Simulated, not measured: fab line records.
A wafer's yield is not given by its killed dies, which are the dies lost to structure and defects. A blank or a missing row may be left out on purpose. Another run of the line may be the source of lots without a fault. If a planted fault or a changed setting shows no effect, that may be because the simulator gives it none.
Chamber matching	flow gf180mcu	4 sister chambers for GF_V1_CMP_26 on cmp-02
The step polishes, stops on SiO2, t overpolish 15 s, target thk 0 nm. 8 wafers are shown with their chamber, then 9 later ones without.

WAFERS PAIRED WITH THEIR CHAMBERS
wafer	chamber	motor current A (A)	slurry filter dp kPa (kPa)
L903.3	0	10.1	13.62
L913.1	3	12.5	13.68
L913.2	2	11.0	13.23
L914.3	3	12.2	13.63
L914.5	1	9.7	13.39
L915.2	2	11.9	13.49
L915.3	1	10.0	13.58
L915.6	0	10.7	13.63

WAFERS WHOSE CHAMBER IS MISSING
wafer	motor current A (A)	slurry filter dp kPa (kPa)
L916.2	11.0	13.38
L916.3	10.5	13.43
L916.6	10.4	13.37
L917.1	11.2	13.35
L917.4	10.0	13.65
L917.5	13.0	13.34
L922.1	9.9	13.43
L922.2	12.8	13.48
L922.3	10.9	13.47

WHICH CHAMBER EACH ONE RAN IN
wafer	from the rows above	in truth
L916.2	can't be placed: 2 or 0 or 1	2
L916.3	can't be placed: 1 or 0 or 2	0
L916.6	can't be placed: 1 or 0 or 2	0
L917.1	2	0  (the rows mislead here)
L917.4	can't be placed: 0 or 1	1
L917.5	can't be placed: 3 or 2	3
L922.1	can't be placed: 1 or 0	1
L922.2	can't be placed: 3 or 2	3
L922.3	can't be placed: 2 or 0 or 1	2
Correct placement for 0 of the 9. Unplaceable from these rows: 8, with the true chamber sitting among the candidates in 8. Placed wrongly: 1.
How it was worked out, from the rows above alone: a wafer's distance from a chamber is the root of the sum, over the readings, of the square of ((its reading less the chamber's mean) divided by the reading's scatter). If the next closest chamber is less than 2 further off than the closest, the wafer can't be placed; otherwise it belongs to the closest. For every chamber, the mean is computed from those of its wafers that are shown. How the scatter is found: for the shown wafers, subtract from each reading the mean of its chamber, square and add these, divide the total by (wafers less chambers), then take the root.
